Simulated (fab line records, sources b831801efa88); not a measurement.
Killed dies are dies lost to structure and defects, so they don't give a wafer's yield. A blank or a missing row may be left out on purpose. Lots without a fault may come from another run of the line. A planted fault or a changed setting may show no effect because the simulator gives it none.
Which tool did it? | flow sky130 | 13 lots, 39 wafers sampled, at 7 steps of a route of 708

WHAT THE GAUGES READ, wafer by wafer
SKY_LDD_HVP_OVL_MEAS_07. Usual: LDD_HVP_OVL 0.4 nm, standard deviation 1.5.
lot  | measured     | on         | LDD_HVP_OVL (nm) | flag
L401 | day 21 12:16 | overlay-02 | 1.3 1.0 -1.5     |
L402 | day 22 06:19 | overlay-01 | -0.3 -1.4 -1.0   |
L403 | day 22 17:25 | overlay-01 | -0.3 -2.7 -1.5   |
L405 | day 23 11:09 | overlay-02 | -1.3 -0.1 -0.8   |
L406 | day 23 21:19 | overlay-02 | 0.8 0.2 1.3      |
L409 | day 24 17:16 | overlay-02 | -2.1 -1.1 -0.2   |
L408 | day 24 17:22 | overlay-01 | 1.2 -0.2 -0.5    |
L414 | day 26 13:20 | overlay-02 | 2.5 1.5 0.8      |
L417 | day 27 12:39 | overlay-02 | 3.0 2.3 3.3      |
L421 | day 28 16:35 | overlay-02 | 1.5 1.2 1.8      |
L422 | day 29 13:25 | overlay-01 | 0.8 -0.6 -0.8    |
L423 | day 29 19:32 | overlay-02 | 1.1 1.5 1.3      |
L424 | day 30 06:10 | overlay-02 | 2.4 1.9 1.5      |

SKY_SD_P_CD_MEAS_07: target cd 380 nm. Usual: cd_nm 380.0 nm, standard deviation 2.1.
lot  | measured     | on        | cd_nm (nm)        | flag
L401 | day 25 12:19 | cd_sem-01 | 379.0 379.0 380.1 |
L402 | day 26 05:14 | cd_sem-01 | 379.6 381.6 381.3 |
L403 | day 26 12:51 | cd_sem-01 | 380.9 380.1 381.9 |
L405 | day 27 06:03 | cd_sem-01 | 377.7 378.0 379.2 |
L406 | day 27 15:18 | cd_sem-01 | 379.8 379.3 381.1 |
L409 | day 28 10:48 | cd_sem-01 | 378.0 379.8 379.9 |
L408 | day 28 12:07 | cd_sem-01 | 380.6 379.3 382.9 |
L414 | day 30 06:49 | cd_sem-01 | - - -             | OFF
L417 | day 31 05:31 | cd_sem-01 | 383.4 383.6 382.5 |
L421 | day 32 06:32 | cd_sem-02 | 381.5 377.2 380.3 |
L422 | day 33 01:43 | cd_sem-01 | 378.4 378.8 380.8 |
L423 | day 33 09:12 | cd_sem-02 | 382.4 382.0 381.0 |
L424 | day 33 20:43 | cd_sem-02 | 381.6 379.8 379.0 |

SKY_SD_P_TW_MEAS_11. Usual: SD_P_TW 2813, standard deviation 25.
lot  | measured     | on            | SD_P_TW        | flag
L401 | day 25 12:43 | film_metro-02 | 2856 2840 2835 |
L402 | day 26 05:38 | film_metro-01 | 2822 2824 2818 |
L403 | day 26 13:16 | film_metro-01 | 2835 2841 2846 |
L405 | day 27 06:28 | film_metro-01 | 2809 2824 2819 |
L406 | day 27 15:43 | film_metro-01 | 2825 2812 2813 |
L409 | day 28 11:11 | film_metro-02 | 2834 2834 2841 |
L408 | day 28 12:31 | film_metro-02 | 2830 2841 2845 |
L414 | day 30 07:13 | film_metro-02 | 30 30 30       | OFF
L417 | day 31 05:55 | film_metro-03 | 2777 2788 2768 |
L421 | day 32 06:56 | film_metro-03 | 2786 2805 2788 |
L422 | day 33 02:05 | film_metro-03 | 2785 2770 2792 |
L423 | day 33 09:37 | film_metro-03 | 2790 2796 2779 |
L424 | day 33 21:07 | film_metro-02 | 2822 2839 2820 |

SKY_RES_XHIGH_TW_MEAS_09. Usual: RES_XHIGH_TW 1635, standard deviation 15.
lot  | measured     | on            | RES_XHIGH_TW   | flag
L401 | day 26 17:43 | film_metro-01 | 1647 1652 1652 |
L402 | day 27 10:37 | film_metro-02 | 1651 1654 1649 |
L403 | day 27 18:02 | film_metro-01 | 1631 1655 1637 |
L405 | day 28 12:16 | film_metro-01 | 1642 1647 1635 |
L406 | day 28 20:17 | film_metro-01 | 1629 1642 1642 |
L409 | day 29 16:26 | film_metro-02 | 1653 1660 1655 |
L408 | day 29 17:57 | film_metro-01 | 1646 1645 1644 |
L414 | day 31 11:07 | film_metro-03 | 2834 2852 2839 | OFF
L417 | day 32 09:46 | film_metro-01 | 1649 1644 1653 |
L421 | day 33 10:08 | film_metro-03 | 1611 1611 1613 |
L422 | day 34 04:19 | film_metro-03 | 1625 1625 1619 |
L423 | day 34 10:43 | film_metro-01 | 1635 1638 1637 |
L424 | day 34 23:13 | film_metro-02 | 1643 1643 1641 |

SKY_LOCAL_INTERCONNECT_CD_MEAS_11: target cd 170 nm. Usual: cd_nm 170.2 nm, standard deviation 1.5.
lot  | measured     | on        | cd_nm (nm)        | flag
L401 | day 30 10:20 | cd_sem-02 | 171.0 172.7 172.5 |
L402 | day 31 03:16 | cd_sem-02 | 170.9 169.6 169.9 |
L403 | day 31 09:34 | cd_sem-02 | 172.5 170.2 171.0 |
L405 | day 32 04:48 | cd_sem-01 | 172.3 170.5 172.4 |
L406 | day 32 12:06 | cd_sem-01 | 169.3 170.0 168.1 |
L409 | day 33 04:41 | cd_sem-01 | 170.4 171.3 169.7 |
L408 | day 33 08:05 | cd_sem-02 | 170.5 170.5 170.2 |
L414 | day 34 22:05 | cd_sem-02 | 168.5 169.2 169.3 |
L417 | day 35 20:31 | cd_sem-02 | 169.1 170.9 171.4 |
L421 | day 36 19:43 | cd_sem-01 | 170.7 170.6 171.0 |
L422 | day 37 14:58 | cd_sem-01 | 169.5 171.0 171.2 |
L423 | day 37 20:25 | cd_sem-01 | 168.3 169.8 170.3 |
L424 | day 38 08:46 | cd_sem-01 | 169.3 169.2 169.3 |

SKY_VIA2_OVL_MEAS_13. Usual: VIA2_OVL 1 nm, standard deviation 5.3.
lot  | measured     | on         | VIA2_OVL (nm) | flag
L401 | day 36 07:16 | overlay-02 | 3 3 -1        |
L402 | day 37 01:07 | overlay-01 | 6 5 7         |
L403 | day 37 05:11 | overlay-01 | 5 4 -1        |
L405 | day 38 00:57 | overlay-02 | 7 6 8         |
L406 | day 38 06:29 | overlay-01 | -3 -3 -11     |
L409 | day 39 00:45 | overlay-01 | -5 -6 -7      |
L408 | day 39 01:59 | overlay-01 | -10 -7 -7     |
L414 | day 40 14:11 | overlay-02 | 8 5 3         |
L417 | day 41 11:20 | overlay-02 | 8 4 9         |
L421 | day 42 07:01 | overlay-02 | -5 -1 0       |
L422 | day 43 00:00 | overlay-02 | -5 0 -4       |
L423 | day 43 06:20 | overlay-02 | 1 1 3         |
L424 | day 43 17:27 | overlay-02 | 7 7 11        |

WHICH TOOL RAN EACH LOT (tool, then ch and the chambers of the sampled wafers, then the start)
lot  | SKY_SD_P_EXPOSE_04
L401 | iline_stepper-02 ch 0, day 24 21:43
L402 | iline_stepper-01 ch 0, day 25 14:25
L403 | iline_stepper-02 ch 0, day 25 22:44
L405 | iline_stepper-02 ch 0, day 26 15:56
L406 | iline_stepper-01 ch 0, day 27 01:35
L409 | iline_stepper-01 ch 0, day 27 20:21
L408 | iline_stepper-02 ch 0, day 27 22:03
L414 | iline_stepper-02 ch 0, day 29 17:22
L417 | iline_stepper-01 ch 0, day 30 15:47
L421 | iline_stepper-01 ch 0, day 31 16:34
L422 | iline_stepper-02 ch 0, day 32 13:26
L423 | iline_stepper-01 ch 0, day 32 19:35
L424 | iline_stepper-01 ch 0, day 33 07:13
- SKY_SD_P_EXPOSE_04: exposes mask PSDM, target cd 380 nm.

WHAT THE TOOLS THEMSELVES READ (means of the sampled wafers that have a number; where no wafer has one, the mark that the record gives instead)
SKY_SD_P_EXPOSE_04. Usual: focus_offset_nm 0.1 nm, standard deviation 0.53.
lot  | tool             | focus_offset_nm (nm) | flag
L401 | iline_stepper-02 | -0.0                 |
L402 | iline_stepper-01 | 0.5                  |
L403 | iline_stepper-02 | 0.1                  |
L405 | iline_stepper-02 | -0.3                 |
L406 | iline_stepper-01 | -0.2                 |
L409 | iline_stepper-01 | -0.3                 |
L408 | iline_stepper-02 | 0.2                  |
L414 | iline_stepper-02 | 0.2                  |
L417 | iline_stepper-01 | -0.2                 |
L421 | iline_stepper-01 | 0.2                  |
L422 | iline_stepper-02 | 0.7                  |
L423 | iline_stepper-01 | 0.1                  |
L424 | iline_stepper-01 | 0.3                  |

THE ANSWER, worked out from the rows above alone
Rule: a lot is off if the mean of its wafers that have a number lies more than 3 standard deviations from the usual mean. A lot without any number at a reading at which 4 lots or more have one is off too. The other lots that the step has rows for count as sound. The gauges are gone through in route order, then the tools' own readings, and for those a lot's mean is taken as printed above. The first step at which some lot is off is used, and at that step the reading that is off furthest; a lot without a number counts as furthest.
Off: L414, at SKY_SD_P_CD_MEAS_07 (cd_nm). Without a number there: L414.
A tool fits if, at a process step before that reading, it ran every lot that is off, and no sound lot after the first of them. The gauges at SKY_SD_P_CD_MEAS_07 aren't tried: what is off there is off at SKY_SD_P_TW_MEAS_11 too, on other tools, and a gauge's error can't cause that. None of those tried fits.

WHAT THE SIMULATOR HAD PUT IN
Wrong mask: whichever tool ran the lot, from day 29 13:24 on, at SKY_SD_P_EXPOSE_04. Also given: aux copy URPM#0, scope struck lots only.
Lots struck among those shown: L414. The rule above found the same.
